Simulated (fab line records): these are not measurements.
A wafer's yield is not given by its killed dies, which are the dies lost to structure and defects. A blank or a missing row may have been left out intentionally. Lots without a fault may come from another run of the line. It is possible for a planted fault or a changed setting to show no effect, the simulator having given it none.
Struck lot and sound lot, side by side + flow gf180mcu + 16 steps out of a route of 602
Sound: the wafers L168.2, L168.3, L168.6. Struck: wafers L179.2, L179.3 (left out: L179.4, a lot-mate that was not struck); the cause follows at the end.
Order at every step that has rows: each side's tool, ch and its chambers, its first start. Under that, the readings that differ: sound wafers + struck wafers + difference of the means + sigmas: that difference in standard deviations of wafers without a fault.
alike: a reading whose means differ by less than 2 such deviations, as well as words and numbers matching on both sides. not compared: withheld readings; readings where some wafer has no value; bounds like >300 that might hide an equal value; numbers whose values overlap and for which the record gives no deviation.
A row with sigmas, a row that says differs or no value, or rows on one side alone: a step with any of these is where the two part. Numbers that don't overlap but have no deviation are shown without sigmas and don't part them. Lack of a reading on every wafer of one side parts them only where that side has two or more wafers.

GF_M4_SPUTTER_04: material TiN, target thk 50 nm, time 41.7 s.
  sound on pvd_sputter-04, day 24 00:27; struck on pvd_sputter-03, day 27 09:17
  alike: cathode_dc_power_W, throttle_valve_pct
GF_M4_RS_MEAS_05: measurement is done with a four-point probe.
  sound on film_metro-03, day 24 00:31; struck on film_metro-01, day 27 09:20
| reading             | sound                | struck        | difference | sigmas |
|---------------------|----------------------|---------------|------------|--------|
| M4_ALCU_RS (ohm/sq) | 0.0692 0.0694 0.0696 | 0.0711 0.0714 | +0.0019    | +2     |
GF_M4_THK_MEAS_06: measures by xrf.
  sound on film_metro-03, day 24 00:37; struck on film_metro-01, day 27 09:27
| reading          | sound       | struck  | difference | sigmas |
|------------------|-------------|---------|------------|--------|
| M4_ALCU_THK (nm) | 439 441 437 | 426 428 | -12        | -2     |
then, 7 steps without rows for these wafers: GF_M4_DEHYDRATE_07 (time 60 s); GF_M4_HMDS_08 (prime time 60 s); GF_M4_COAT_09 (resist thk 1000 nm); GF_M4_SOFTBAKE_10 (time 60 s); GF_M4_EXPOSE_11 (exposes mask Metal4, target cd 280 nm); GF_M4_PEB_12 (peb time 90 s); GF_M4_DEVELOP_13 (develop time 60 s).
GF_M4_CD_MEAS_14: target cd 280 nm.
  sound on cd_sem-01, day 24 22:31; struck on cd_sem-02, day 28 05:01
  alike: cd_nm
GF_M4_OVL_MEAS_15:
  sound on overlay-02, day 24 22:37; struck on overlay-01, day 28 05:07
  alike: M4_OVL
GF_M4_METAL_ETCH_16: etches the open film in Cl2/BCl3, stops on SiO2, target depth 750.8 nm, time 125.1 s.
  sound on rie_metal-02 ch 0, day 24 22:41; struck on rie_metal-03 ch 0, day 28 05:09
| reading                             | sound                | struck        | difference | sigmas |
|-------------------------------------|----------------------|---------------|------------|--------|
| oes_product_au (a.u.)               | 0.997 0.996 0.989    | 0.878 0.875   | -0.117     | -16    |
| throttle_valve_pct (%)              | 28.224 28.224 28.236 | 28.357 28.365 | +0.133     | +11    |
| model.KrF_of_M4_COAT_09.thk_nm (nm) | 690.4 687.3 695.1    | 752.3 748.2   | +59.3      |        |
  alike: drypump_motor_current_A, he_backside_leak_sccm, rf_fwd_power_W
  not compared: rf_hours_counter_h
GF_M4_STRIP_17: strips in O2/N2.
  sound on plasma_asher-04 ch 0,1, day 24 22:55; struck on plasma_asher-02 ch 0, day 28 05:17
| reading                      | sound             | struck      | difference | sigmas |
|------------------------------|-------------------|-------------|------------|--------|
| oes_product_au (a.u.)        | 0.533 0.546 0.536 | 0.561 0.575 | +0.030     | +5     |
| strip_time_to_endpoint_s (s) | 7.45 7.39 7.49    | 8.06 7.99   | +0.58      | +7     |
  alike: drypump_motor_current_A, heater_power_w
  not compared: rf_hours_counter_h
then, 1 step without rows for these wafers: GF_M4_STRIP_18 (strips in post etch residue remover, time 1200 s).
-- the record jumps here: 5 days lie between the struck wafers' starts before and after (it left off in module M4 and takes up again in module PASSIVATION, whose first step shown is number 602 of the route) --
GF_PASSIVATION_PROBE_99:
  sound on prober-02, day 30 08:48; struck on prober-01, day 33 01:42
| reading                               | sound                | struck       | difference | sigmas |
|---------------------------------------|----------------------|--------------|------------|--------|
| model.etest.met4_comb.leak_log10_a_um | -11.95 -12.11 -12.08 | -8.921 -9.94 | +2.616     |        |

## WHERE THEY PART
Earliest at GF_M4_RS_MEAS_05; latest, in this record, at GF_M4_STRIP_17.

WHY: what had been put in by the simulator
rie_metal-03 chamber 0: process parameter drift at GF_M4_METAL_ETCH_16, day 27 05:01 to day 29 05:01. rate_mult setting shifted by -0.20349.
